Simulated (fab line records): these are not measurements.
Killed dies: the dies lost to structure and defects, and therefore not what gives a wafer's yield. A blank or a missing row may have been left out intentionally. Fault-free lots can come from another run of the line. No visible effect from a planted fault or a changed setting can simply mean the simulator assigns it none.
fab line records | flow sky130
record: lots: 13 | wafers: 39 | last_day: 50
route steps=708 shown PWDE@55 VT_ADJUST_LVTN@106 SD_P@328 METAL1@451
lots with no fault: from the same line, run without faults
start_h: hours from the record's first day to the start of the lot's first wafer shown | wait_h: hours from the lot's prior step to this one | " unchanged from the row above | L1.1+2: one row covering several wafers at once | - either no value or no given start | * or withheld: withheld | < > ~ a bound
route shown NAME@n: names a module that has steps shown in the file, with the first one's number in the route | usual: mean and standard deviation over wafers with no fault | same: alike in all rows | chamber/n: place in a boat | sites: each site's reading | _std_site: standard deviation of those values | _edge_site: outer sites' mean less inner sites' | radius_mm: for every site, how far away it sits from the centre of the wafer | mask NAME#n: copy n | behind: the last tool/chamber to shape the wafer | hold: cause of the lot's hold/its duration in hours/its outcome | device: the transistor (n, p or np) that didn't switch | end of line: tests run on the same wafers once the route is complete | a step given without rows: its recipe and nothing more | killed: at the first sort, the dies lost to defects and structure; wafer yield is something else | map: a wafer's dies, x killed, . not, _ none there
set.NAME: the setting as run; set.NAME@STEP: as run at that earlier step | model.NAME: the simulator's own value behind a step, which no gauge read
a sample of lots followed through the steps of the route, with each step as a table and each wafer as a row
services: the hour from which a tool's chamber was out of use, counted from the record's first day as start_h (under 0 if before that day), plus the number of hours and why
== steps ==
step: SKY_PWDE_TW_MEAS_10
usual: PWDE_TW: 374.7/2.5
lot.wafer | tool          | chamber | start_h | wait_h | PWDE_TW
L350.2    | film_metro-03 | -       | 65.41   | 0.1    | 373.8
L350.3    | "             | -       | "       | "      | 372.5
L350.6    | "             | -       | "       | "      | 370.4
L351.1    | film_metro-03 | -       | 76.21   | 0.1    | 371.9
L351.3    | "             | -       | "       | "      | 370.6
L351.6    | "             | -       | "       | "      | 371.5
L352.4    | film_metro-03 | -       | 81.84   | 0.1    | 373.1
L352.5    | "             | -       | "       | "      | 372.0
L352.6    | "             | -       | "       | "      | 372.8
L355.1    | film_metro-03 | -       | 97.15   | 0.1    | 375.2
L355.5    | "             | -       | "       | "      | 376.1
L355.6    | "             | -       | "       | "      | 376.1
L357.1    | film_metro-03 | -       | 107.45  | 0.1    | 375.9
L357.2    | "             | -       | "       | "      | 377.2
L357.5    | "             | -       | "       | "      | 374.6
L364.1    | film_metro-03 | -       | 151.61  | 0.1    | 374.3
L364.2    | "             | -       | "       | "      | 372.0
L364.5    | "             | -       | "       | "      | 374.2
L366.1    | film_metro-02 | -       | 162.55  | 0.1    | 374.6
L366.3    | "             | -       | "       | "      | 376.2
L366.5    | "             | -       | "       | "      | 374.4
L367.4    | film_metro-04 | -       | 170.23  | 0.1    | 375.2
L367.5    | "             | -       | "       | "      | 375.9
L367.6    | "             | -       | "       | "      | 377.3
L368.2    | film_metro-04 | -       | 174.58  | 0.1    | 375.8
L368.3    | "             | -       | "       | "      | 375.4
L368.5    | "             | -       | "       | "      | 375.1
L369.1    | film_metro-04 | -       | 176.22  | 0.1    | 378.2
L369.3    | "             | -       | "       | "      | 379.3
L369.5    | "             | -       | "       | "      | 378.5
L370.3    | film_metro-02 | -       | 182.48  | 0.1    | 372.3
L370.4    | "             | -       | "       | "      | 373.6
L370.6    | "             | -       | "       | "      | 373.8
L372.2    | film_metro-04 | -       | 191.68  | 0.1    | 377.9
L372.3    | "             | -       | "       | "      | 378.6
L372.5    | "             | -       | "       | "      | 379.0
L373.2    | film_metro-02 | -       | 199.06  | 0.1    | 371.1
L373.3    | "             | -       | "       | "      | 371.7
L373.4    | "             | -       | "       | "      | 373.3
step: SKY_VT_ADJUST_LVTN_STRIP_09
recipe: chemistry: O2/N2 | power_w: 1400 | pressure_mtorr: 1500 | platen_temp_c: withheld | o2_flow_sccm: 3000 | n2_flow_sccm: 300 | overash_fraction: 0.5
usual: chamber_pressure_mTorr: 1499.8/2.6 | drypump_motor_current_A: 5.8/0.56 | oes_product_au: 0.722/0.0049 | strip_time_to_endpoint_s: 37.02/0.091
lot.wafer | tool            | chamber | start_h | wait_h | chamber_pressure_mTorr | drypump_motor_current_A | oes_product_au | rf_hours_counter_h | strip_time_to_endpoint_s
L350.2    | plasma_asher-02 | 1       | 136.91  | 0.1    | 1500.2                 | 6.3                     | 0.723          | 45                 | 37.04
L350.3    | "               | 0       | "       | "      | 1499.5                 | 6.4                     | 0.725          | -                  | 37.01
L350.6    | "               | 0       | "       | "      | 1499.5                 | 6.4                     | 0.715          | -                  | 37.14
L351.1    | plasma_asher-02 | 0       | 148.82  | 0.1    | 1498.6                 | 6.4                     | 0.725          | 46                 | 36.97
L351.3    | "               | 0       | "       | "      | 1500.8                 | 6.4                     | 0.730          | -                  | 37.10
L351.6    | "               | 0       | "       | "      | 1499.4                 | 6.4                     | 0.729          | -                  | 37.11
L352.4    | plasma_asher-02 | 1       | 155.69  | 0.1    | 1500.9                 | 6.3                     | 0.723          | -                  | 36.92
L352.5    | "               | 0       | "       | "      | 1501.5                 | 6.4                     | 0.725          | -                  | 37.03
L352.6    | "               | 1       | "       | "      | 1498.5                 | 6.3                     | 0.733          | -                  | 37.00
L355.1    | plasma_asher-01 | 1       | 174.03  | 0.1    | 1500.7                 | 5.4                     | 0.952          | 47                 | -
L355.5    | "               | 1       | "       | "      | 1498.0                 | 5.4                     | 0.953          | -                  | -
L355.6    | "               | 0       | "       | "      | 1500.8                 | 6.1                     | 0.955          | -                  | -
L357.1    | plasma_asher-04 | 1       | 185.82  | 0.1    | 1498.3                 | 5.1                     | 0.723          | 7                  | 37.07
L357.2    | "               | 0       | "       | "      | 1499.7                 | 5.1                     | 0.723          | 7                  | 37.10
L357.5    | "               | 0       | "       | "      | 1499.4                 | 5.1                     | 0.720          | -                  | 37.17
L364.1    | plasma_asher-01 | 0       | 238.47  | 0.1    | 1503.9                 | 6.1                     | 0.726          | 52                 | 37.01
L364.2    | "               | 1       | "       | "      | 1499.8                 | 5.4                     | 0.714          | 52                 | 37.04
L364.5    | "               | 0       | "       | "      | 1500.3                 | 6.1                     | 0.717          | -                  | 36.95
L366.1    | plasma_asher-01 | 0       | 252.07  | 0.1    | 1500.7                 | 6.1                     | 0.724          | 53                 | 36.91
L366.3    | "               | 0       | "       | "      | 1499.7                 | 6.1                     | 0.716          | -                  | 36.98
L366.5    | "               | 0       | "       | "      | 1499.1                 | 6.1                     | 0.726          | -                  | 37.04
L367.4    | plasma_asher-02 | 1       | 259.19  | 0.1    | 1499.4                 | 6.3                     | 0.731          | -                  | 37.15
L367.5    | "               | 1       | "       | "      | 1499.6                 | 6.3                     | 0.720          | -                  | 37.12
L367.6    | "               | 0       | "       | "      | 1502.2                 | 6.4                     | 0.727          | -                  | 37.15
L368.2    | plasma_asher-04 | 0       | 265.31  | 0.1    | 1501.0                 | 5.2                     | 0.718          | 15                 | 37.17
L368.3    | "               | 0       | "       | "      | 1473.8                 | 5.1                     | 0.724          | -                  | 37.05
L368.5    | "               | 1       | "       | "      | 1497.8                 | 5.1                     | 0.723          | -                  | 37.09
L369.1    | plasma_asher-02 | 1       | 265.47  | 0.1    | 1501.3                 | 6.3                     | 0.725          | 58                 | 37.01
L369.3    | "               | 0       | "       | "      | 1498.0                 | 6.4                     | 0.714          | -                  | 37.06
L369.5    | "               | 1       | "       | "      | 1501.1                 | 6.3                     | 0.721          | -                  | 37.05
L370.3    | plasma_asher-04 | 0       | 276.77  | 0.1    | 1503.7                 | 5.2                     | 0.721          | -                  | 37.06
L370.4    | "               | 1       | "       | "      | 1501.7                 | 5.1                     | 0.723          | -                  | 37.09
L370.6    | "               | 0       | "       | "      | 1498.2                 | 5.1                     | 0.723          | -                  | 37.01
L372.2    | plasma_asher-02 | 1       | 284.77  | 0.2    | 1499.1                 | 6.3                     | 0.724          | 61                 | 36.81
L372.3    | "               | 1       | "       | "      | 1498.9                 | 6.3                     | 0.724          | -                  | 37.00
L372.5    | "               | 1       | "       | "      | 1499.6                 | 6.3                     | 0.716          | -                  | 36.86
L373.2    | plasma_asher-02 | 1       | 292.36  | 0.1    | 1500.4                 | 6.3                     | 0.725          | 62                 | 37.04
L373.3    | "               | 1       | "       | "      | 1502.9                 | 6.3                     | 0.717          | -                  | 37.04
L373.4    | "               | 0       | "       | "      | 1500.6                 | 6.4                     | 0.723          | -                  | 37.08
step: SKY_VT_ADJUST_LVTN_STRIP_20
recipe: chemistry: O2/N2 | power_w: 1400 | pressure_mtorr: 1500 | platen_temp_c: withheld | o2_flow_sccm: 3000 | n2_flow_sccm: 300 | overash_fraction: 0.5
usual: chamber_pressure_mTorr: 1500.1/1.4 | drypump_motor_current_A: 5.9/0.54 | oes_product_au: 0.716/0.0048 | strip_time_to_endpoint_s: 14.18/0.042
lot.wafer | tool            | chamber | start_h | wait_h | chamber_pressure_mTorr | drypump_motor_current_A | oes_product_au | rf_hours_counter_h | strip_time_to_endpoint_s
L350.2    | plasma_asher-02 | 0       | 156.61  | 0.1    | 1497.2                 | 6.4                     | 0.719          | 47                 | 14.14
L350.3    | "               | 0       | "       | "      | 1501.7                 | 6.4                     | 0.726          | -                  | 14.15
L350.6    | "               | 0       | "       | "      | 1499.2                 | 6.4                     | 0.715          | -                  | 14.19
L351.1    | plasma_asher-04 | 1       | 169.12  | 0.1    | 1500.9                 | 5.1                     | 0.724          | 5                  | 14.18
L351.3    | "               | 1       | "       | "      | 1497.9                 | 5.1                     | 0.710          | -                  | 14.16
L351.6    | "               | 0       | "       | "      | 1498.6                 | 5.1                     | 0.716          | -                  | 14.16
L352.4    | plasma_asher-02 | 0       | 176.46  | 0.1    | 1498.5                 | 6.4                     | 0.719          | -                  | 14.23
L352.5    | "               | 0       | "       | "      | 1500.9                 | 6.4                     | 0.724          | -                  | 14.24
L352.6    | "               | 1       | "       | "      | 1501.0                 | 6.3                     | 0.719          | -                  | 14.18
L355.1    | plasma_asher-04 | 1       | 195.23  | 0.1    | 1498.4                 | 5.1                     | 0.716          | 7                  | 26.17
L355.5    | "               | 1       | "       | "      | 1500.6                 | 5.1                     | 0.705          | -                  | 26.27
L355.6    | "               | 0       | "       | "      | 1499.2                 | 5.1                     | 0.717          | -                  | 26.22
L357.1    | plasma_asher-01 | 1       | 206.97  | 0.1    | 1499.4                 | 5.4                     | 0.715          | 49                 | 14.15
L357.2    | "               | 0       | "       | "      | 1499.8                 | 6.1                     | 0.718          | 49                 | 14.15
L357.5    | "               | 0       | "       | "      | 1498.2                 | 6.1                     | 0.722          | -                  | 14.14
L364.1    | plasma_asher-04 | 1       | 262.32  | 0.1    | 1501.9                 | 5.1                     | 0.715          | 14                 | 14.18
L364.2    | "               | 0       | "       | "      | 1498.7                 | 5.2                     | 0.714          | 14                 | 14.17
L364.5    | "               | 1       | "       | "      | 1499.5                 | 5.1                     | 0.716          | -                  | 14.25
L366.1    | plasma_asher-04 | 0       | 277.03  | 0.1    | 1503.1                 | 5.2                     | 0.708          | 16                 | 14.18
L366.3    | "               | 0       | "       | "      | 1502.9                 | 5.1                     | 0.719          | -                  | 14.14
L366.5    | "               | 1       | "       | "      | 1500.8                 | 5.1                     | 0.719          | -                  | 14.17
L367.4    | plasma_asher-02 | 0       | 284.36  | 0.1    | 1503.6                 | 6.4                     | 0.708          | -                  | 14.15
L367.5    | "               | 0       | "       | "      | 1498.7                 | 6.4                     | 0.717          | -                  | 14.12
L367.6    | "               | 1       | "       | "      | 1500.1                 | 6.3                     | 0.716          | -                  | 14.18
L368.2    | plasma_asher-02 | 1       | 289.98  | 0.1    | 1498.3                 | 6.3                     | 0.720          | 62                 | 14.10
L368.3    | "               | 1       | "       | "      | 1499.2                 | 6.3                     | 0.716          | -                  | 14.13
L368.5    | "               | 0       | "       | "      | 1499.2                 | 6.4                     | 0.712          | -                  | 14.14
L369.1    | plasma_asher-02 | 1       | 290.97  | 0.1    | 1497.3                 | 6.3                     | 0.714          | 62                 | 14.19
L369.3    | "               | 1       | "       | "      | 1498.8                 | 6.3                     | 0.722          | -                  | 14.24
L369.5    | "               | 1       | "       | "      | 1500.2                 | 6.3                     | 0.715          | -                  | 14.23
L370.3    | plasma_asher-04 | 1       | 302.55  | 0.1    | 1501.4                 | 5.1                     | 0.719          | -                  | 14.19
L370.4    | "               | 0       | "       | "      | 1499.1                 | 5.1                     | 0.713          | -                  | 14.19
L370.6    | "               | 0       | "       | "      | 1499.9                 | 5.1                     | 0.711          | -                  | 14.22
L372.2    | plasma_asher-02 | 0       | 310.93  | 0.1    | 1502.0                 | 6.4                     | 0.723          | 64                 | 14.21
L372.3    | "               | 1       | "       | "      | 1498.8                 | 6.3                     | 0.710          | -                  | 14.19
L372.5    | "               | 0       | "       | "      | 1500.1                 | 6.4                     | 0.714          | -                  | 14.21
L373.2    | plasma_asher-01 | 0       | 318.56  | 0.1    | 1498.7                 | 6.1                     | 0.712          | 58                 | 14.14
L373.3    | "               | 1       | "       | "      | 1500.3                 | 5.4                     | 0.715          | -                  | 14.18
L373.4    | "               | 0       | "       | "      | 1501.1                 | 6.1                     | 0.711          | -                  | 14.16
step: SKY_VT_ADJUST_LVTN_TW_MEAS_21
usual: VT_ADJUST_LVTN_2_TW: 189.3/1.3
lot.wafer | tool          | chamber | start_h | wait_h | VT_ADJUST_LVTN_2_TW
L350.2    | film_metro-01 | -       | 156.72  | 0.1    | 189.4
L350.3    | "             | -       | "       | "      | 190.0
L350.6    | "             | -       | "       | "      | 190.8
L351.1    | film_metro-01 | -       | 169.22  | 0.1    | 190.1
L351.3    | "             | -       | "       | "      | 190.2
L351.6    | "             | -       | "       | "      | 189.7
L352.4    | film_metro-01 | -       | 176.55  | 0.1    | 190.7
L352.5    | "             | -       | "       | "      | 190.6
L352.6    | "             | -       | "       | "      | 190.3
L355.1    | film_metro-01 | -       | 195.33  | 0.1    | 30.3
L355.5    | "             | -       | "       | "      | 30.4
L355.6    | "             | -       | "       | "      | 30.2
L357.1    | film_metro-03 | -       | 207.07  | 0.1    | 188.2
L357.2    | "             | -       | "       | "      | 188.3
L357.5    | "             | -       | "       | "      | 188.9
L364.1    | film_metro-01 | -       | 262.42  | 0.1    | 191.2
L364.2    | "             | -       | "       | "      | 189.9
L364.5    | "             | -       | "       | "      | 190.2
L366.1    | film_metro-03 | -       | 277.13  | 0.1    | 187.6
L366.3    | "             | -       | "       | "      | 186.8
L366.5    | "             | -       | "       | "      | 188.1
L367.4    | film_metro-01 | -       | 284.45  | 0.1    | 188.3
L367.5    | "             | -       | "       | "      | 189.4
L367.6    | "             | -       | "       | "      | 189.6
L368.2    | film_metro-01 | -       | 290.09  | 0.1    | 191.2
L368.3    | "             | -       | "       | "      | 191.1
L368.5    | "             | -       | "       | "      | 189.8
L369.1    | film_metro-01 | -       | 291.07  | 0.1    | 190.8
L369.3    | "             | -       | "       | "      | 190.9
L369.5    | "             | -       | "       | "      | 190.8
L370.3    | film_metro-02 | -       | 302.64  | 0.1    | 190.7
L370.4    | "             | -       | "       | "      | 190.2
L370.6    | "             | -       | "       | "      | 191.0
L372.2    | film_metro-02 | -       | 311.04  | 0.1    | 191.1
L372.3    | "             | -       | "       | "      | 191.1
L372.5    | "             | -       | "       | "      | 189.2
L373.2    | film_metro-02 | -       | 318.67  | 0.1    | 188.7
L373.3    | "             | -       | "       | "      | 189.5
L373.4    | "             | -       | "       | "      | 189.7
step: SKY_SD_P_OVL_MEAS_08
usual: SD_P_OVL: -0.6/1.5
lot.wafer | tool       | chamber | start_h | wait_h | SD_P_OVL[nm]
L350.2    | overlay-02 | -       | 579.97  | 0.1    | 0.7
L350.3    | "          | -       | "       | "      | 0.3
L350.6    | "          | -       | "       | "      | 0.0
L351.1    | overlay-01 | -       | 591.18  | 0.1    | 1.9
L351.3    | "          | -       | "       | "      | 1.5
L351.6    | "          | -       | "       | "      | -0.5
L352.4    | overlay-01 | -       | 615.43  | 0.1    | -0.9
L352.5    | "          | -       | "       | "      | -1.0
L352.6    | "          | -       | "       | "      | -1.0
L355.1    | overlay-01 | -       | 629.19  | 0.1    | -2.9
L355.5    | "          | -       | "       | "      | -1.6
L355.6    | "          | -       | "       | "      | -0.4
L357.1    | overlay-02 | -       | 646.44  | 0.1    | 1.3
L357.2    | "          | -       | "       | "      | 0.9
L357.5    | "          | -       | "       | "      | 1.3
L364.1    | overlay-02 | -       | 711.64  | 0.1    | 0.9
L364.2    | "          | -       | "       | "      | 3.5
L364.5    | "          | -       | "       | "      | 1.3
L366.1    | overlay-02 | -       | 729.34  | 0.1    | -1.9
L366.3    | "          | -       | "       | "      | -1.6
L366.5    | "          | -       | "       | "      | -2.8
L367.4    | overlay-01 | -       | 750.03  | 0.1    | -3.2
L367.5    | "          | -       | "       | "      | -0.8
L367.6    | "          | -       | "       | "      | -0.8
L368.2    | overlay-01 | -       | 751.55  | 0.1    | 0.0
L368.3    | "          | -       | "       | "      | 0.7
L368.5    | "          | -       | "       | "      | -0.1
L369.1    | overlay-02 | -       | 751.92  | 0.1    | -2.0
L369.3    | "          | -       | "       | "      | -0.8
L369.5    | "          | -       | "       | "      | -2.4
L370.3    | overlay-01 | -       | 753.89  | 0.1    | -3.3
L370.4    | "          | -       | "       | "      | -1.3
L370.6    | "          | -       | "       | "      | -2.1
L372.2    | overlay-02 | -       | 763.65  | 0.1    | -1.6
L372.3    | "          | -       | "       | "      | 1.0
L372.5    | "          | -       | "       | "      | 1.0
L373.2    | overlay-02 | -       | 775.29  | 0.1    | -2.3
L373.3    | "          | -       | "       | "      | -1.1
L373.4    | "          | -       | "       | "      | -1.9
step: SKY_METAL1_DESCUM_17
recipe: chemistry: O2 | source_power_w: 150 | bias_power_w: 0 | pressure_mtorr: 10 | temp_c: 40 | time_s: 8
usual: chamber_pressure_mTorr: 10.000/0.0088 | drypump_motor_current_A: 5.8/0.45 | oes_product_au: 1.001/0.0077
lot.wafer | tool         | chamber | start_h | wait_h | chamber_pressure_mTorr | drypump_motor_current_A | oes_product_au | rf_hours_counter_h
L350.2    | rie_metal-01 | 1       | 757.27  | 0.0    | 10.007                 | 5.3                     | 1.006          | 4
L350.3    | "            | 0       | "       | "      | 9.998                  | 6.4                     | 0.994          | -
L350.6    | "            | 0       | "       | "      | 10.006                 | 6.4                     | 0.994          | -
L351.1    | rie_metal-01 | 1       | 769.97  | 0.0    | 10.021                 | 5.3                     | 1.011          | 5
L351.3    | "            | 1       | "       | "      | 9.993                  | 5.3                     | 1.007          | -
L351.6    | "            | 1       | "       | "      | 9.999                  | 5.3                     | 1.007          | -
L352.4    | rie_metal-01 | 0       | 790.73  | 0.0    | 9.995                  | 6.4                     | 0.994          | -
L352.5    | "            | 0       | "       | "      | 9.990                  | 6.4                     | 0.999          | -
L352.6    | "            | 1       | "       | "      | 10.000                 | 5.3                     | 1.013          | -
L355.1    | rie_metal-03 | 1       | 802.72  | 0.0    | 10.000                 | 6.0                     | 0.980          | 11
L355.5    | "            | 1       | "       | "      | 10.003                 | 6.0                     | 0.992          | -
L355.6    | "            | 0       | "       | "      | 9.981                  | 5.3                     | 0.987          | -
L357.1    | rie_metal-02 | 0       | 818.98  | 0.0    | 10.018                 | 5.6                     | 1.012          | 15
L357.2    | "            | 1       | "       | "      | 9.995                  | 5.7                     | 0.993          | 3
L357.5    | "            | 0       | "       | "      | 10.009                 | 5.6                     | 0.995          | -
L364.1    | rie_metal-01 | 1       | 881.44  | 0.0    | 10.005                 | 5.3                     | 1.006          | 9
L364.2    | "            | 0       | "       | "      | 9.997                  | 6.4                     | 1.001          | 7
L364.5    | "            | 1       | "       | "      | 9.996                  | 5.3                     | 1.002          | -
L366.1    | rie_metal-02 | 0       | 899.29  | 0.0    | 9.996                  | 5.6                     | 1.008          | 2
L366.3    | "            | 0       | "       | "      | 9.998                  | 5.6                     | 1.000          | -
L366.5    | "            | 1       | "       | "      | 9.991                  | 5.7                     | 1.001          | -
L367.4    | rie_metal-01 | 0       | 915.39  | 0.0    | 10.005                 | 6.4                     | 1.000          | -
L367.5    | "            | 0       | "       | "      | 9.993                  | 6.4                     | 0.999          | -
L367.6    | "            | 1       | "       | "      | 9.996                  | 5.3                     | 1.005          | -
L368.2    | rie_metal-01 | 1       | 917.69  | 0.0    | 10.001                 | 5.3                     | 1.023          | 10
L368.3    | "            | 1       | "       | "      | 9.990                  | 5.2                     | 1.015          | -
L368.5    | "            | 0       | "       | "      | 9.998                  | 6.4                     | 0.999          | -
L369.1    | rie_metal-03 | 1       | 918.03  | 0.0    | 10.002                 | 6.0                     | 0.996          | 16
L369.3    | "            | 0       | "       | "      | 10.001                 | 5.4                     | 0.990          | -
L369.5    | "            | 1       | "       | "      | 10.007                 | 6.0                     | 0.997          | -
L370.3    | rie_metal-01 | 0       | 918.65  | 0.0    | 10.005                 | 6.4                     | 0.995          | -
L370.4    | "            | 1       | "       | "      | 9.996                  | 5.2                     | 1.005          | -
L370.6    | "            | 1       | "       | "      | 9.996                  | 5.3                     | 0.999          | -
L372.2    | rie_metal-01 | 1       | 928.58  | 0.0    | 10.009                 | 5.3                     | 1.013          | 11
L372.3    | "            | 0       | "       | "      | 10.002                 | 6.4                     | 0.992          | -
L372.5    | "            | 1       | "       | "      | 10.006                 | 5.2                     | 1.014          | -
L373.2    | rie_metal-01 | 1       | 937.78  | 0.0    | 9.995                  | 5.2                     | 1.004          | 11
L373.3    | "            | 1       | "       | "      | 10.005                 | 5.3                     | 1.004          | -
L373.4    | "            | 0       | "       | "      | 10.006                 | 6.4                     | 0.993          | -
== services ==
tool            | chamber | start_h | hours | kind
rie_metal-01    | 1       | 124.19  | 4.7   | repair
rie_metal-01    | -       | 133.11  | 0.3   | repair
rie_metal-01    | -       | 187.77  | 14.6  | pm
rie_metal-01    | 1       | 233.68  | 1.2   | repair
plasma_asher-04 | -       | 277.87  | 0.9   | repair
plasma_asher-04 | -       | 278.74  | 14.6  | pm
plasma_asher-04 | -       | 328.04  | 3.7   | repair
plasma_asher-02 | -       | 356.06  | 0.8   | repair
plasma_asher-04 | -       | 378.68  | 2.8   | pm
plasma_asher-02 | -       | 421.25  | 9.0   | pm
rie_metal-01    | -       | 452.12  | 1.4   | pm
rie_metal-01    | 0       | 454.32  | 27.1  | repair
rie_metal-01    | -       | 509.20  | 15.6  | pm
plasma_asher-04 | -       | 530.05  | 0.4   | repair
plasma_asher-02 | -       | 536.14  | 2.8   | pm
plasma_asher-04 | -       | 572.29  | 35.1  | repair
rie_metal-01    | 1       | 574.60  | 7.0   | repair
plasma_asher-04 | -       | 579.90  | 4.8   | repair
plasma_asher-02 | -       | 657.32  | 3.9   | repair
plasma_asher-02 | -       | 738.53  | 1.2   | repair
plasma_asher-04 | -       | 798.49  | 77.9  | repair
rie_metal-01    | 0       | 829.84  | 4.3   | repair
rie_metal-01    | -       | 863.92  | 2.8   | pm
plasma_asher-02 | -       | 871.61  | 2.5   | repair
== key ==
first_sign: step: SKY_VT_ADJUST_LVTN_STRIP_09 | reading: oes_product_au | direction: up | sigmas: 47 | usual: 0.722 | struck: 0.953
effect: step: SKY_VT_ADJUST_LVTN_STRIP_20 | reading: strip_time_to_endpoint_s | direction: up | sigmas: 99+ | usual: * | struck: *
effect: step: SKY_VT_ADJUST_LVTN_TW_MEAS_21 | reading: VT_ADJUST_LVTN_2_TW | direction: down | sigmas: 99+ | usual: 189.3 | struck: 30.3
met_at SKY_VT_ADJUST_LVTN_STRIP_09
struck_lots L355
sort_left_out L355.1,L355.5,L355.6
tester_left_out L355
not_acting_at SKY_PWDE_TW_MEAS_10,SKY_SD_P_OVL_MEAS_08,SKY_METAL1_DESCUM_17
fault: kind: strip_aborted | tool: plasma_asher-01 | chamber: - | onset_h: 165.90 | steps: SKY_VT_ADJUST_LVTN_STRIP_09 | offset: 0.546 | end_h: 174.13
tester_left_out: of these lots the tester's yield and bins aren't shown, on N5 and GAA mostly nor the transistor test; their killed dies are dies lost to structure and defects alone, not to doping, threshold or leakage, so they don't give the yield
sort_left_out: the simulated sort isn't trusted on such a fault, so these wafers' sort isn't shown, and their yield isn't known
